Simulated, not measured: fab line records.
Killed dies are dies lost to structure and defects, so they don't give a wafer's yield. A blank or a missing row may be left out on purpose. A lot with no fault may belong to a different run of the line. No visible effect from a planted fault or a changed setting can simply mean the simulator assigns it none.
fab line records	flow sky130
[record] lots = 5	wafers = 15	last_day = 49
route steps=708 shown METAL2@495 VIA2@507 METAL3@532 PAD_OPEN@708
lots that met no fault: taken from a fault-free run of the same line
start_h: hours from the record's first day to the start of the lot's first wafer shown	wait_h: how many hours have passed since the lot's step before this one	" repeats the value in the row above	L1.1+2: one row covering several wafers at once	- no value present, or no start provided	* or withheld: withheld	< > ~ a bound
route shown NAME@n: names a module that has steps shown in the file, with the first one's number in the route	usual: mean/standard deviation of fault-free wafers	same: alike in all rows	chamber/n: place in a boat	sites: the reading at each site	_std_site: their standard deviation	_edge_site: outer sites' mean less inner sites'	radius_mm: for every site, how far away it sits from the centre of the wafer	mask NAME#n: copy n	behind: tool/chamber where the wafer was last shaped	hold: reason for holding the lot/hours on hold/outcome of the hold	device: which transistor (n, p or np) failed to switch	end of line: the same wafers' tests at the end of the route	for a step that has no rows: nothing shown but its recipe	killed: not the wafer's yield, but the dies lost to structure and defects at the first sort	map: the dies of a wafer, with x for killed, . for not killed, _ for no die there
set.NAME: setting as actually run; set.NAME@STEP: the setting as run at that earlier step	model.NAME: the simulator's own value behind a step, which no gauge read
certain route steps with their lots: each step a table, each wafer a row
services: when a tool's chamber went out of use (start_h, in hours from the record's first day, below 0 if earlier), for how many hours, and the reason
[[steps]]
[step SKY_METAL2_EXPOSE_12]
[recipe] mask_id = MM2	na = 0.8	source_shape = annular	sigma_inner = 0.55	sigma_outer = 0.85	target_cd_nm = 140	dose_mj = 28
[step SKY_METAL2_PEB_13]
[recipe] peb_temp_c = withheld	peb_time_s = withheld	resist = KrF-thick
[step SKY_METAL2_DEVELOP_14]
[recipe] develop_time_s = 60	resist = KrF-thick	dev_temp_c = 21
[step SKY_METAL2_CD_MEAS_15]
[recipe] target_cd_nm = 140
[usual] cd_nm = 139.7/1.3
lot.wafer	tool	chamber	start_h	wait_h	cd_nm
L711.4	cd_sem-02	-	866.47	-	140.0
L711.5	"	-	"	"	140.7
L711.6	"	-	"	"	141.1
L712.1	cd_sem-02	-	869.06	-	141.3
L712.2	"	-	"	"	141.4
L712.4	"	-	"	"	139.6
L714.1	cd_sem-01	-	885.55	-	138.8
L714.3	"	-	"	"	140.2
L714.4	"	-	"	"	140.2
L716.1	cd_sem-02	-	905.71	-	140.1
L716.5	"	-	"	"	140.4
L716.6	"	-	"	"	141.4
L722.4	cd_sem-02	-	935.71	-	138.7
L722.5	"	-	"	"	139.6
L722.6	"	-	"	"	141.0
[step SKY_METAL2_OVL_MEAS_16]
[usual] METAL2_OVL = -2/5.2
lot.wafer	tool	chamber	start_h	wait_h	METAL2_OVL[nm]
L711.4	overlay-01	-	866.55	0.1	-3
L711.5	"	-	"	"	3
L711.6	"	-	"	"	4
L712.1	overlay-02	-	869.18	0.1	-8
L712.2	"	-	"	"	-5
L712.4	"	-	"	"	-3
L714.1	overlay-02	-	885.67	0.1	-9
L714.3	"	-	"	"	-1
L714.4	"	-	"	"	-1
L716.1	overlay-02	-	905.83	0.1	-4
L716.5	"	-	"	"	-5
L716.6	"	-	"	"	-4
L722.4	overlay-02	-	935.79	0.1	-1
L722.5	"	-	"	"	-3
L722.6	"	-	"	"	-10
[step SKY_METAL2_DESCUM_17]
[recipe] chemistry = O2	source_power_w = 150	bias_power_w = 0	pressure_mtorr = 10	temp_c = 40	time_s = 8
[usual] drypump_motor_current_A = 5.6/0.38	oes_product_au = 0.995/0.01
lot.wafer	tool	chamber	start_h	wait_h	drypump_motor_current_A	oes_product_au	rf_hours_counter_h
L711.4	rie_metal-02	0	866.58	0.0	5.9	0.999	-
L711.5	"	0	"	"	5.9	0.982	-
L711.6	"	1	"	"	6.0	0.993	-
L712.1	rie_metal-02	1	869.22	0.0	6.0	0.998	7
L712.2	"	0	"	"	5.9	0.984	11
L712.4	"	1	"	"	6.0	0.993	-
L714.1	rie_metal-02	0	885.70	0.0	5.9	0.990	11
L714.3	"	1	"	"	6.0	0.999	-
L714.4	"	0	"	"	5.9	0.999	-
L716.1	rie_metal-02	1	905.87	0.0	6.0	1.007	8
L716.5	"	0	"	"	5.9	0.998	-
L716.6	"	1	"	"	6.0	1.003	-
L722.4	rie_metal-01	0	935.82	0.0	5.3	0.987	-
L722.5	"	0	"	"	5.3	0.983	-
L722.6	"	1	"	"	5.0	0.995	-
[step SKY_METAL2_ETCH_18]
[recipe] chemistry = N2/H2	target = BARC	ion_energy_ev = 200	bias_w = 100	pressure_mtorr = 30	n2_flow_sccm = 100	h2_flow_sccm = 200	icp_w = 500	stop_on = SiO2	time_s = 45.9	target_depth_a = 600
[usual] drypump_motor_current_A = 5.6/0.38	n2_flow_sccm = 100.0/0.32	oes_product_au = 0.854/0.0044	throttle_valve_pct = 13.224/0.0091
lot.wafer	tool	chamber	start_h	wait_h	drypump_motor_current_A	n2_flow_sccm	oes_product_au	rf_hours_counter_h	throttle_valve_pct
L711.4	rie_metal-02	0	866.62	0.0	5.9	100.3	0.849	-	13.234
L711.5	"	0	"	"	5.9	100.3	0.859	-	13.233
L711.6	"	1	"	"	6.0	99.8	0.849	-	13.222
L712.1	rie_metal-02	1	869.25	0.0	6.0	99.7	0.854	7	13.217
L712.2	"	0	"	"	5.9	100.3	0.857	11	13.215
L712.4	"	1	"	"	6.0	100.4	0.861	-	13.225
L714.1	rie_metal-02	0	885.73	0.0	5.9	100.2	0.855	11	13.229
L714.3	"	1	"	"	6.0	100.0	0.854	-	13.235
L714.4	"	0	"	"	5.9	99.6	0.852	-	13.220
L716.1	rie_metal-02	1	905.90	0.0	6.0	99.9	0.853	8	13.220
L716.5	"	0	"	"	5.9	99.9	0.853	-	13.226
L716.6	"	1	"	"	6.0	100.2	0.852	-	13.240
L722.4	rie_metal-01	0	935.86	0.0	5.3	99.5	0.854	-	13.220
L722.5	"	0	"	"	5.3	99.7	0.855	-	13.220
L722.6	"	1	"	"	5.0	99.6	0.863	-	13.221
[step SKY_METAL2_METAL_ETCH_19]
[recipe] target_depth_a = 3600	stop_on = SiO2	over_etch_frac = 0.3	time_s = 78	chemistry = Cl2/BCl3	resist_sidewall_deg = 88	pressure_mtorr = 10	icp_w = 900	bias_w = 48.5	Cl2_flow_sccm = 60	bcl3_flow_sccm = 30
[usual] bcl3_flow_sccm = 29.98/0.084	drypump_motor_current_A = 5.6/0.38	oes_product_au = 0.854/0.0056	throttle_valve_pct = 22.264/0.0081
lot.wafer	tool	chamber	start_h	wait_h	bcl3_flow_sccm	drypump_motor_current_A	oes_product_au	rf_hours_counter_h	throttle_valve_pct
L711.4	rie_metal-02	0	866.69	0.1	29.90	5.8	0.854	-	22.270
L711.5	"	0	"	"	30.02	5.9	0.862	-	22.265
L711.6	"	1	"	"	30.05	6.0	0.849	-	22.271
L712.1	rie_metal-02	1	869.31	0.0	29.93	6.0	0.858	7	22.270
L712.2	"	0	"	"	30.02	5.9	0.856	11	22.274
L712.4	"	1	"	"	29.81	6.0	0.858	-	22.262
L714.1	rie_metal-02	0	885.80	0.0	29.84	5.9	0.854	11	22.265
L714.3	"	1	"	"	29.93	6.0	0.855	-	22.272
L714.4	"	0	"	"	30.00	5.9	0.852	-	22.273
L716.1	rie_metal-02	1	905.96	0.0	30.09	6.0	0.848	8	22.258
L716.5	"	0	"	"	29.89	5.9	0.847	-	22.266
L716.6	"	1	"	"	30.03	6.0	0.846	-	22.262
L722.4	rie_metal-01	0	935.93	0.1	30.08	5.2	0.841	-	22.256
L722.5	"	0	"	"	30.02	5.2	0.848	-	22.272
L722.6	"	1	"	"	29.97	5.0	0.855	-	22.265
[step SKY_METAL2_STRIP_20]
[recipe] chemistry = O2/N2	power_w = 1400	pressure_mtorr = 1500	platen_temp_c = withheld	o2_flow_sccm = 3000	n2_flow_sccm = 300	overash_fraction = 0.5
[step SKY_METAL2_STRIP_21]
[recipe] chemistry = post_etch_residue_remover	time_s = 1200	temp_c = 72.5
[step SKY_METAL2_CLEAN_22]
[recipe] chemistry = IPA	time_s = 180	temp_c = 25
[step SKY_METAL2_CLEAN_23]
[recipe] chemistry = O3/DIW	dry = n2_spin
[step SKY_VIA2_HDPCVD_00]
[recipe] material = SiO2	target_thk_nm = 1180	sigma_open_frac = 0.3	time_s = 196.7	temp_c = 400	sih4_flow_sccm = 60	pressure_mtorr = 6
lot.wafer	tool	chamber	start_h	wait_h
L711.4+5+6	hdpcvd-01	0,1,2	867.42	0.1
L712.1+2+4	hdpcvd-01	0,1,2	869.99	0.0
L714.1+3+4	hdpcvd-02	1,0,0	886.48	0.0
L716.1+5+6	hdpcvd-01	1,1,2	907.13	0.0
L722.4+5+6	hdpcvd-02	0,2,1	936.65	0.1
[step SKY_VIA2_THK_MEAS_01]
[recipe] reads = SiO2_of_VIA2_HDPCVD_00
[usual] VIA2_HDPCVD_THK = 1183/14
lot.wafer	tool	chamber	start_h	wait_h	VIA2_HDPCVD_THK[nm]
L711.4	film_metro-01	-	867.52	0.0	1196
L711.5	"	-	"	"	1164
L711.6	"	-	"	"	1185
L712.1	film_metro-02	-	870.12	0.1	1170
L712.2	"	-	"	"	1161
L712.4	"	-	"	"	1176
L714.1	film_metro-01	-	886.60	0.1	1173
L714.3	"	-	"	"	1191
L714.4	"	-	"	"	1191
L716.1	film_metro-02	-	907.26	0.1	1160
L716.5	"	-	"	"	1164
L716.6	"	-	"	"	1189
L722.4	film_metro-03	-	936.74	0.0	1206
L722.5	"	-	"	"	1191
L722.6	"	-	"	"	1189
[step SKY_VIA2_CMP_02]
[recipe] material = SiO2	down_force_psi = 4	platen_rpm = 60	pad_velocity_m_s = 0.94248
[step SKY_VIA2_BOW_MEAS_03]
[recipe] mode = bow
[usual] VIA2_BOW = 86/7.4
lot.wafer	tool	chamber	start_h	wait_h	VIA2_BOW[um]
L711.4	film_metro-01	-	867.91	0.3	90
L711.5	"	-	"	"	78
L711.6	"	-	"	"	84
L712.1	film_metro-01	-	870.48	0.2	87
L712.2	"	-	"	"	74
L712.4	"	-	"	"	83
L714.1	film_metro-02	-	887.10	0.2	81
L714.3	"	-	"	"	77
L714.4	"	-	"	"	90
L716.1	film_metro-02	-	907.62	0.2	79
L716.5	"	-	"	"	100
L716.6	"	-	"	"	82
L722.4	film_metro-03	-	937.13	0.2	81
L722.5	"	-	"	"	84
L722.6	"	-	"	"	92
[step SKY_VIA2_DEHYDRATE_04]
[recipe] temp_c = 200	time_s = 60
[step SKY_VIA2_HMDS_05]
[recipe] prime_time_s = 60	prime_temp_c = 120
[step SKY_VIA2_COAT_06]
[recipe] resist = BARC	temp_c = withheld	time_s = withheld	spin_rpm = 3000	resist_thk_nm = 60
[step SKY_VIA2_COAT_07]
[recipe] resist = KrF-thick	spin_rpm = 3000	resist_thk_nm = 450
[step SKY_VIA2_SOFTBAKE_08]
[recipe] temp_c = 100	time_s = 90	resist = KrF-thick
[step SKY_VIA2_EXPOSE_09]
[recipe] mask_id = VIM2	na = 0.8	source_shape = annular	sigma_inner = 0.55	sigma_outer = 0.85	target_cd_nm = 200	dose_mj = 38
[step SKY_VIA2_PEB_10]
[recipe] peb_temp_c = withheld	peb_time_s = withheld	resist = KrF-thick
[step SKY_VIA2_DEVELOP_11]
[recipe] develop_time_s = 60	resist = KrF-thick	dev_temp_c = 21
[step SKY_VIA2_CD_MEAS_12]
[recipe] target_cd_nm = 200
[usual] cd_nm = 200.7/1.5
lot.wafer	tool	chamber	start_h	wait_h	cd_nm
L711.4	cd_sem-02	-	893.62	-	199.9
L711.5	"	-	"	"	199.9
L711.6	"	-	"	"	200.2
L712.1	cd_sem-01	-	896.26	-	200.7
L712.2	"	-	"	"	202.9
L712.4	"	-	"	"	201.4
L714.1	cd_sem-01	-	912.55	-	201.7
L714.3	"	-	"	"	200.4
L714.4	"	-	"	"	200.6
L716.1	cd_sem-02	-	931.81	-	201.1
L716.5	"	-	"	"	200.5
L716.6	"	-	"	"	200.7
L722.4	cd_sem-02	-	961.56	-	201.5
L722.5	"	-	"	"	200.7
L722.6	"	-	"	"	201.6
[step SKY_VIA2_OVL_MEAS_13]
[usual] VIA2_OVL = -2/4.2
lot.wafer	tool	chamber	start_h	wait_h	VIA2_OVL[nm]
L711.4	overlay-02	-	893.70	0.1	-3
L711.5	"	-	"	"	0
L711.6	"	-	"	"	1
L712.1	overlay-01	-	896.38	0.1	1
L712.2	"	-	"	"	2
L712.4	"	-	"	"	-2
L714.1	overlay-01	-	912.67	0.1	-5
L714.3	"	-	"	"	-2
L714.4	"	-	"	"	-1
L716.1	overlay-01	-	931.93	0.1	-8
L716.5	"	-	"	"	-2
L716.6	"	-	"	"	-7
L722.4	overlay-01	-	961.63	0.1	-4
L722.5	"	-	"	"	-2
L722.6	"	-	"	"	-5
[step SKY_VIA2_ETCH_14]
[recipe] chemistry = N2/H2	target = BARC	ion_energy_ev = 200	source_w = 500	bias_w = 100	pressure_mtorr = 30	n2_flow_sccm = 100	h2_flow_sccm = 200	stop_on = SiO2	time_s = 45.9	target_depth_a = 600
[step SKY_VIA2_ETCH_15]
[recipe] target = SiO2	chemistry = C4F8/O2/Ar	target_depth_nm = 546	stop_on = TiN	mask_material = KrF-thick	source_w = 1500	bias_w = 1200	pressure_mtorr = 40	c4f8_flow_sccm = withheld	O2_flow_sccm = 6	Ar_flow_sccm = 300	time_s = 84
[step SKY_VIA2_STRIP_16]
[recipe] chemistry = O2/N2	power_w = 1400	pressure_mtorr = 1500	platen_temp_c = withheld	o2_flow_sccm = 3000	n2_flow_sccm = 300	overash_fraction = 0.5
[usual] drypump_motor_current_A = 5.7/0.61	n2_flow_sccm = 300.0/0.94	oes_product_au = 0.398/0.0042	strip_time_to_endpoint_s = 4.040/0.028
lot.wafer	tool	chamber	start_h	wait_h	drypump_motor_current_A	n2_flow_sccm	oes_product_au	rf_hours_counter_h	strip_time_to_endpoint_s
L711.4	plasma_asher-03	0	893.85	0.1	5.4	301.7	0.389	-	4.067
L711.5	"	1	"	"	6.4	299.9	0.405	-	4.024
L711.6	"	0	"	"	5.4	299.8	0.398	-	4.089
L712.1	plasma_asher-02	0	896.52	0.0	6.5	299.8	0.395	40	4.043
L712.2	"	1	"	"	5.8	301.0	0.398	40	4.017
L712.4	"	1	"	"	5.8	300.1	0.400	-	4.021
L714.1	plasma_asher-01	0	912.81	0.0	5.0	301.2	0.396	81	4.006
L714.3	"	1	"	"	4.8	300.3	0.397	-	4.047
L714.4	"	0	"	"	5.0	300.3	0.396	-	4.056
L716.1	plasma_asher-03	1	932.07	0.0	6.4	301.0	0.398	20	4.036
L716.5	"	0	"	"	5.4	296.7	0.399	-	4.056
L716.6	"	1	"	"	6.3	300.1	0.398	-	4.027
L722.4	plasma_asher-03	0	961.79	0.1	5.4	300.5	0.402	-	4.039
L722.5	"	1	"	"	6.4	301.2	0.399	-	3.992
L722.6	"	0	"	"	5.4	299.3	0.401	-	4.083
[step SKY_VIA2_STRIP_17]
[recipe] chemistry = post_etch_residue_remover	time_s = 1200	temp_c = 72.5
[step SKY_VIA2_CLEAN_18]
[recipe] chemistry = IPA	time_s = 180	temp_c = 25
[step SKY_VIA2_CLEAN_19]
[recipe] chemistry = O3/DIW	dry = n2_spin
[step SKY_VIA2_SPUTTER_20]
[recipe] material = TiN	target_thk_nm = 20	chamber_pressure_pa = 5	power_w = 4000	time_s = 80
[step SKY_VIA2_CVD_21]
[recipe] material = W	target_thk_nm = 420	time_s = 126.4	temp_c = 400	pressure_torr = 40
[usual] heater_power_w = 759/66
lot.wafer	tool	chamber	start_h	wait_h	heater_power_w
L711.4	cvd_w-02	0	894.53	0.1	674
L711.5	"	1	"	"	811
L711.6	"	0	"	"	680
L712.1	cvd_w-01	1	897.18	0.0	726
L712.2	"	0	"	"	805
L712.4	"	1	"	"	717
L714.1	cvd_w-02	1	913.75	0.3	790
L714.3	"	1	"	"	796
L714.4	"	1	"	"	804
L716.1	cvd_w-01	1	933.07	0.0	700
L716.5	"	0	"	"	831
L716.6	"	1	"	"	689
L722.4	cvd_w-02	0	962.45	0.1	694
L722.5	"	1	"	"	808
L722.6	"	0	"	"	706
[step SKY_VIA2_RS_MEAS_22]
[recipe] thk_meas_gauge = four-point-probe	reads = W_of_VIA2_CVD_21+TiN_of_VIA2_SPUTTER_20
[usual] VIA2_W_RS = 0.274/0.0037
lot.wafer	tool	chamber	start_h	wait_h	VIA2_W_RS[ohm/sq]
L711.4	film_metro-02	-	894.67	0.1	0.277
L711.5	"	-	"	"	0.274
L711.6	"	-	"	"	0.276
L712.1	film_metro-02	-	897.31	0.1	0.269
L712.2	"	-	"	"	0.266
L712.4	"	-	"	"	0.270
L714.1	film_metro-03	-	914.01	0.2	0.279
L714.3	"	-	"	"	0.276
L714.4	"	-	"	"	0.279
L716.1	film_metro-03	-	933.20	0.1	0.271
L716.5	"	-	"	"	0.277
L716.6	"	-	"	"	0.271
L722.4	film_metro-03	-	962.60	0.1	0.281
L722.5	"	-	"	"	0.277
L722.6	"	-	"	"	0.278
[step SKY_VIA2_THK_MEAS_23]
[recipe] thk_meas_gauge = xrf	reads = W_of_VIA2_CVD_21
[usual] VIA2_W_THK = 419/5.8
lot.wafer	tool	chamber	start_h	wait_h	VIA2_W_THK[nm]
L711.4	film_metro-02	-	894.76	0.1	410
L711.5	"	-	"	"	416
L711.6	"	-	"	"	412
L712.1	film_metro-02	-	897.43	0.1	422
L712.2	"	-	"	"	427
L712.4	"	-	"	"	420
L714.1	film_metro-03	-	914.13	0.1	417
L714.3	"	-	"	"	424
L714.4	"	-	"	"	418
L716.1	film_metro-03	-	933.32	0.1	432
L716.5	"	-	"	"	421
L716.6	"	-	"	"	431
L722.4	film_metro-03	-	962.69	0.1	414
L722.5	"	-	"	"	418
L722.6	"	-	"	"	420
[step SKY_VIA2_CMP_24]
[recipe] stop_on = SiO2	t_overpolish_s = 20	down_force_psi = 3.5	platen_rpm = 60	target_thk_nm = 0	pad_velocity_m_s = 0.94248
[step SKY_METAL3_SPUTTER_00]
[recipe] material = Ti	target_thk_nm = 15	power_w = 3000	time_s = 10	chamber_pressure_pa = 0.4
[step SKY_METAL3_SPUTTER_01]
[recipe] material = TiN	target_thk_nm = 20	power_w = 6500	time_s = 16.7	chamber_pressure_pa = 0.4
[step SKY_METAL3_SPUTTER_02]
[recipe] material = AlCu	target_thk_nm = 735	power_w = 10600	time_s = 39.1	chamber_pressure_pa = 0.4
[step SKY_METAL3_SPUTTER_03]
[recipe] material = Ti	target_thk_nm = 5	power_w = 3000	time_s = 3.3	chamber_pressure_pa = 0.4
[step SKY_METAL3_SPUTTER_04]
[recipe] material = TiN	target_thk_nm = 70	power_w = 6500	time_s = 58.3	chamber_pressure_pa = 0.4
[step SKY_PAD_OPEN_PROBE_99]
[usual] defect_limited_yield = 82.8/2.1	killed_at_M0_to_M3 = 43/7.7	killed_at_M4_up = 3.1/1.7	killed_at_contacts = 23/4.8	killed_at_front_end = 15/4.5	killed_at_other = 0.3/0.58	killed_dies = 85/10	killed_open = 46/7.5	killed_short = 38/6.5	sort_bin_3_pad_short = 0.8/0.38	sort_bin_5_function = 10.3/1.7	sort_bin_6_memory = 6.1/1.1	sort_n_pass = 407/10	sort_yield_pct = 82.8/2.1
[same] gross_dies = 492	killed_at_back_side = 0	sort_bin_4_leakage[%] = 0	sort_bin_8_speed[%] = 0
lot.wafer	tool	chamber	start_h	wait_h	defect_limited_yield[%]	killed_at_M0_to_M3	killed_at_M4_up	killed_at_contacts	killed_at_front_end	killed_at_other	killed_dies	killed_open	killed_short	sort_bin_3_pad_short[%]	sort_bin_5_function[%]	sort_bin_6_memory[%]	sort_n_pass	sort_yield_pct[%]	model.etest.tester.sort_n_pass	model.etest.tester.sort_yield_pct	model.etest.tester.sort_bin_5_pct	model.etest.tester.sort_bin_3_pct
L711.4	prober-02	-	1113.88	0.2	79.7	49	6	27	18	0	100	52	48	1.4	10.4	8.5	392	79.7	392	79.67	10.37	1.423
L711.5	prober-02	-	1113.93	0.2	80.1	44	4	30	20	0	98	52	46	0.6	13.2	6.1	394	80.1	394	80.08	13.21	0.6098
L711.6	prober-02	-	1113.98	0.2	81.9	46	4	27	12	0	89	51	38	0.8	11.0	6.3	403	81.9	403	81.91	10.98	0.813
L712.1	prober-01	-	1116.58	0.1	81.9	39	2	31	17	0	89	49	40	0.4	9.6	8.1	403	81.9	403	81.91	9.553	0.4065
L712.2	prober-01	-	1116.63	0.1	86.0	29	6	20	14	0	69	40	29	0.8	8.7	4.5	423	86.0	423	85.98	8.74	0.813
L712.4	prober-01	-	1116.73	0.2	81.5	41	3	31	16	0	91	57	34	1.2	11.4	5.9	401	81.5	401	81.5	11.38	1.22
L714.1	prober-01	-	1129.18	0.1	80.7	46	2	31	16	0	95	56	39	0.6	10.6	8.1	397	80.7	397	80.69	10.57	0.6098
L714.3	prober-01	-	1129.28	0.2	83.1	50	2	15	16	0	83	45	38	0.6	10.8	5.5	409	83.1	409	83.13	10.77	0.6098
L714.4	prober-01	-	1129.33	0.2	83.3	47	3	21	10	1	82	39	43	0.8	8.7	7.1	410	83.3	410	83.33	8.74	0.813
L716.1	prober-01	-	1140.48	0.1	83.5	41	3	29	6	2	81	39	41	0.8	10.6	5.1	411	83.5	411	83.54	10.57	0.813
L716.5	prober-01	-	1140.68	0.2	86.0	33	3	16	17	0	69	31	38	1.2	7.5	5.3	423	86.0	423	85.98	7.52	1.22
L716.6	prober-01	-	1140.73	0.2	80.9	47	3	29	15	0	94	57	37	0.6	12.2	6.3	398	80.9	398	80.89	12.2	0.6098
L722.4	prober-02	-	1164.19	0.2	69.9	108	5	26	7	2	148	44	43	3.7	19.1	7.3	344	69.9	344	69.92	19.11	3.659
L722.5	prober-02	-	1164.24	0.2	85.2	43	5	10	15	0	73	35	38	0.8	8.7	5.3	419	85.2	419	85.16	8.74	0.813
L722.6	prober-02	-	1164.29	0.2	79.9	64	4	17	13	1	99	47	52	1.6	10.8	7.7	393	79.9	393	79.88	10.77	1.626
// killed by level:class
L711.4 METAL2:geometric_particle:short=10 VIA1:geometric_particle:open=10 CONTACT:geometric_particle:open=9 FIELD_ISO:geometric_particle:short=8 LI_CONTACT:geometric_particle:open=8 VIA2:geometric_particle:open=7 CONTACT:geometric_particle:short=5 METAL1:geometric_particle:short=5
L711.5 CONTACT:geometric_particle:open=13 VIA1:geometric_particle:open=11 METAL2:geometric_particle:short=7 POLY_GATE:geometric_particle:short=6 LOCAL_INTERCONNECT:geometric_particle:short=6 VIA1:geometric_particle:short=6 CONTACT:geometric_particle:short=4 FIELD_ISO:geometric_particle:open=4
L711.6 VIA1:geometric_particle:open=11 CONTACT:geometric_particle:open=10 LI_CONTACT:geometric_particle:open=8 VIA3:geometric_particle:open=6 LI_CONTACT:geometric_particle:short=5 METAL1:geometric_particle:short=5 VIA1:geometric_particle:short=5 POLY_GATE:geometric_particle:open=4
L712.1 CONTACT:geometric_particle:open=11 VIA1:geometric_particle:open=10 CONTACT:geometric_particle:short=9 LI_CONTACT:geometric_particle:open=6 VIA1:geometric_particle:short=6 VIA3:geometric_particle:open=6 FIELD_ISO:geometric_particle:open=4 FIELD_ISO:geometric_particle:short=4
L712.2 CONTACT:geometric_particle:open=11 POLY_GATE:geometric_particle:open=7 METAL2:geometric_particle:short=5 VIA3:geometric_particle:open=5 FIELD_ISO:geometric_particle:short=4 VIA2:geometric_particle:open=4 VIA1:geometric_particle:open=4 METAL1:geometric_particle:short=3
L712.4 VIA1:geometric_particle:open=15 LI_CONTACT:geometric_particle:open=9 CONTACT:geometric_particle:open=8 CONTACT:geometric_particle:short=6 VIA2:geometric_particle:open=6 METAL2:geometric_particle:short=5 FIELD_ISO:geometric_particle:short=4 VIA3:geometric_particle:short=4
L714.1 VIA1:geometric_particle:open=12 CONTACT:geometric_particle:open=11 LI_CONTACT:geometric_particle:open=10 VIA2:geometric_particle:open=7 FIELD_ISO:geometric_particle:open=6 METAL1:geometric_particle:short=6 CONTACT:geometric_particle:short=5 VIA1:geometric_particle:short=5
L714.3 VIA2:geometric_particle:open=10 VIA1:geometric_particle:open=9 FIELD_ISO:geometric_particle:open=6 METAL1:geometric_particle:short=6 METAL2:geometric_particle:short=6 LI_CONTACT:geometric_particle:open=5 VIA3:geometric_particle:open=5 LI_CONTACT:geometric_particle:short=4
L714.4 VIA1:geometric_particle:open=11 VIA1:geometric_particle:short=9 LI_CONTACT:geometric_particle:open=7 VIA3:geometric_particle:open=7 CONTACT:geometric_particle:open=5 METAL2:geometric_particle:short=5 VIA3:geometric_particle:short=5 FIELD_ISO:geometric_particle:short=4
L716.1 LI_CONTACT:geometric_particle:open=9 VIA1:geometric_particle:open=9 CONTACT:geometric_particle:open=8 VIA3:geometric_particle:short=8 LOCAL_INTERCONNECT:geometric_particle:short=5 VIA3:geometric_particle:open=5 METAL2:geometric_particle:short=4 CONTACT:geometric_particle:short=4
L716.5 METAL2:geometric_particle:short=9 CONTACT:geometric_particle:open=5 METAL1:geometric_particle:short=5 POLY_GATE:geometric_particle:open=4 LOCAL_INTERCONNECT:geometric_particle:short=4 VIA3:geometric_particle:short=4 FIELD_ISO:geometric_particle:open=3 METAL2:geometric_particle:open=3
L716.6 VIA1:geometric_particle:open=14 CONTACT:geometric_particle:open=13 VIA2:geometric_particle:open=9 LI_CONTACT:geometric_particle:short=6 LI_CONTACT:geometric_particle:open=6 METAL2:geometric_particle:short=6 POLY_GATE:geometric_particle:open=4 VIA1:geometric_particle:short=4
L722.4 VIA2:unspecified=59 VIA1:geometric_particle:open=12 VIA2:geometric_particle:open=8 LI_CONTACT:geometric_particle:short=7 METAL2:geometric_particle:short=7 LOCAL_INTERCONNECT:geometric_particle:short=6 METAL1:geometric_particle:short=6 CONTACT:geometric_particle:open=6
L722.5 VIA2:geometric_particle:open=9 METAL1:geometric_particle:short=7 VIA3:geometric_particle:short=7 POLY_GATE:geometric_particle:short=6 CONTACT:geometric_particle:open=5 VIA1:geometric_particle:open=5 VIA3:geometric_particle:open=5 METAL2:geometric_particle:short=4
L722.6 VIA1:geometric_particle:open=12 VIA3:geometric_particle:open=9 VIA1:geometric_particle:short=9 VIA2:geometric_particle:open=9 METAL1:geometric_particle:short=7 METAL2:geometric_particle:short=7 CONTACT:geometric_particle:short=5 LI_CONTACT:geometric_particle:short=4
// map L722.4 (x killed, . not)
__________.........._________
________.....x....x.x._______
______..x....x.....x...x_____
_____...xx...............____
____.....x.xxxx...........___
___.x.......x.x..xx........__
__..............x...x...x..._
_......x....xx.x......xx.x..x
_xx.x.........x...x.......x..
_.x...x...x........xx..xxx...
_x.x..xx.x....x.........x.x..
_.....xx.x....xxx.....xx.....
_xxx.xxxxxx.........x......x.
_xxxxxxxxxx......x..x.x....x.
_xxxxxxxxxxx.xxxx.x...x.....x
__xxxxxxxxxx..x...x......xx._
___xxxxxxxxx..x.......x....__
____xxxxxx...x.......x....___
_____xx..x...............____
______xx............x..._____
________x....x.....xxx_______
__________..x......._________
// map L714.1 (x killed, . not)
__________......xx.._________
________..x.......x..._______
______...x...x...xx....._____
_____....x..x..x..x......____
____.......xx...........xx___
___........x..x...........x__
__......x............x......_
_..xx..x............x.x.....x
_.xxx..................xx...x
_....x..x....x..xx........x..
_..xxx....x..x...x.x..x.x...x
_...............x....x.x.xx..
_x...........x......x...x.x..
_.....x...x.......x..x.......
_......x..x.x.....xx.xx...x..
__.x.xxx................x..x_
___x........x...........x..__
____xx..............x....x___
_____..xx..........xx....____
______....x..x.......x.._____
________..........xxx._______
__________.......x.._________
[[services]]
tool	chamber	start_h	hours	kind
cvd_w-01	-	861.03	1.5	repair
rie_metal-01	-	865.09	7.2	repair
hdpcvd-02	-	874.25	0.6	repair
plasma_asher-01	-	879.74	0.4	repair
rie_metal-01	-	892.59	14.6	pm
cvd_w-01	-	904.00	14.0	pm
cvd_w-01	0	904.00	23.7	vent_cycle
cvd_w-01	1	904.00	14.0	vent_cycle
cvd_w-02	0	910.81	16.9	repair
cvd_w-01	0	915.13	12.6	repair
cvd_w-01	0	918.00	-	clean
cvd_w-01	1	918.00	-	clean
hdpcvd-01	-	932.03	2.8	pm
plasma_asher-03	-	936.56	0.6	repair
hdpcvd-01	-	950.25	15.0	pm
hdpcvd-01	0	950.25	15.0	vent_cycle
hdpcvd-01	1	950.25	15.0	vent_cycle
hdpcvd-01	2	950.25	15.0	vent_cycle
[[key]]
[first_sign] step = SKY_PAD_OPEN_PROBE_99	reading = killed_at_M0_to_M3	direction = up	sigmas = 8.4	usual = 43	struck = 108
[effect] step = SKY_PAD_OPEN_PROBE_99	reading = sort_bin_3_pad_short	direction = up	sigmas = 7.6	usual = 0.8	struck = 3.7
[model_effect] step = SKY_PAD_OPEN_PROBE_99	value = etest.tester.sort_n_pass	without = 395	struck = 344
met_at SKY_VIA2_HDPCVD_00
struck_wafers L722.4
onset_between 886.48 936.65
[fault] kind = chamber_particle_source	tool = hdpcvd-02	chamber = 0	onset_h = 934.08	steps = SKY_VIA2_HDPCVD_00	rate_per_visit_cm2 = 1.2306	end_h = 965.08
